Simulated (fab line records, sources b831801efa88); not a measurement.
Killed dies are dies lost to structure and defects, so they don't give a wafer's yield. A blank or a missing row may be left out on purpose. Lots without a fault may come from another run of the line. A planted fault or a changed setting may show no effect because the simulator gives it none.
One fault seen from 2 desks | flow gf180mcu | each desk has only its own numbers; what lay behind them comes last

THE TOOL OWNER'S DESK: implanter-01
The tool's own readings at GF_LVPWELL_IMPLANT_09: means of the sampled wafers that have a number, for each lot that ran on this tool. A lot is out of limits, marked OUT, if its mean lies more than 4 standard deviations from the usual mean; the brackets give that distance.
Columns: A = dose_ions_cm2 at GF_LVPWELL_IMPLANT_09, usual 4.999e+12; B = faraday_current_uA at GF_LVPWELL_IMPLANT_09, usual 28.2
lot  | first seen here | A                           | B
L837 | day 4 07:52     | 5.000e+12                   | 28.6
L844 | day 5 22:17     | 4.991e+12                   | 28.3
L847 | day 6 17:57     | 9.513e+11 (-99 or more) OUT | 5.4 (-42) OUT
L851 | day 7 17:29     | 9.547e+11 (-99 or more) OUT | 5.4 (-42) OUT
This desk's finding: out of limits on L847, L851; first on L847, day 6 17:57 (dose_ions_cm2 at GF_LVPWELL_IMPLANT_09). In limits: L837, L844.

THE METROLOGY DESK
What the gauges read, lot by lot, whatever tool the lot ran on: means of the sampled wafers that have a number. A lot is out of limits, marked OUT, if its mean lies more than 4 standard deviations from the usual mean; the brackets give that distance.
Columns: A = STI_CVD_23_THK at GF_STI_THK_MEAS_24, usual 653 nm; B = NWELL_TW at GF_NWELL_TW_MEAS_11, usual 1559; C = LVPWELL_TW at GF_LVPWELL_TW_MEAS_11, usual 553.8; D = LVPWELL_RS at GF_VT_IMPLANT_RS_MEAS_48, usual 1196 ohm/sq
lot  | first seen here | A   | B    | C                | D
L835 | day 2 03:52     | 656 | 1570 | 552.7            | 1195
L836 | day 2 08:25     | 650 | 1563 | 553.7            | 1199
L837 | day 2 14:24     | 650 | 1568 | 551.0            | 1193
L838 | day 2 21:14     | 647 | 1559 | 548.6            | 1198
L843 | day 3 22:33     | 657 | 1556 | 556.4            | 1193
L844 | day 4 01:09     | 652 | 1553 | 554.2            | 1198
L847 | day 4 17:13     | 659 | 1569 | 526.6 (-9.1) OUT | 1441 (+70) OUT
L851 | day 5 14:29     | 659 | 1550 | 523.1 (-10) OUT  | 1447 (+72) OUT
L852 | day 5 19:45     | 649 | 1552 | 556.1            | 1189
L853 | day 5 23:52     | 652 | 1552 | 558.1            | 1193
L855 | day 6 11:56     | 660 | 1543 | 550.7            | 1196
L857 | day 6 21:10     | 652 | 1570 | 551.4            | 1200
This desk's finding: out of limits on L847, L851; first on L847, day 6 18:12 (LVPWELL_TW at GF_LVPWELL_TW_MEAS_11). In limits: L835, L836, L837, L838, L843, L844, L852, L853, L855, L857.

PUT TOGETHER
The tool owner's desk could have raised an alarm at day 6 17:57, on L847, L851.
The metrology desk could have raised an alarm at day 6 18:12, on L847, L851.
Of the lots named, all ran GF_LVPWELL_IMPLANT_09 on implanter-01.

WHAT THE SIMULATOR HAD PUT IN
Process parameter drift: implanter-01, from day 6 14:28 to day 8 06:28, at GF_LVPWELL_IMPLANT_09. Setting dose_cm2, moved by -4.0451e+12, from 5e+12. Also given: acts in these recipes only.
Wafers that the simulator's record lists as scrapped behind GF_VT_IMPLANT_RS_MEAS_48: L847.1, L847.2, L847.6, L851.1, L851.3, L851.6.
Lots struck among those shown: L847, L851.
Hours from the fault's start to each desk's first reading out of limits: the tool owner's desk, 3; the metrology desk, 4.
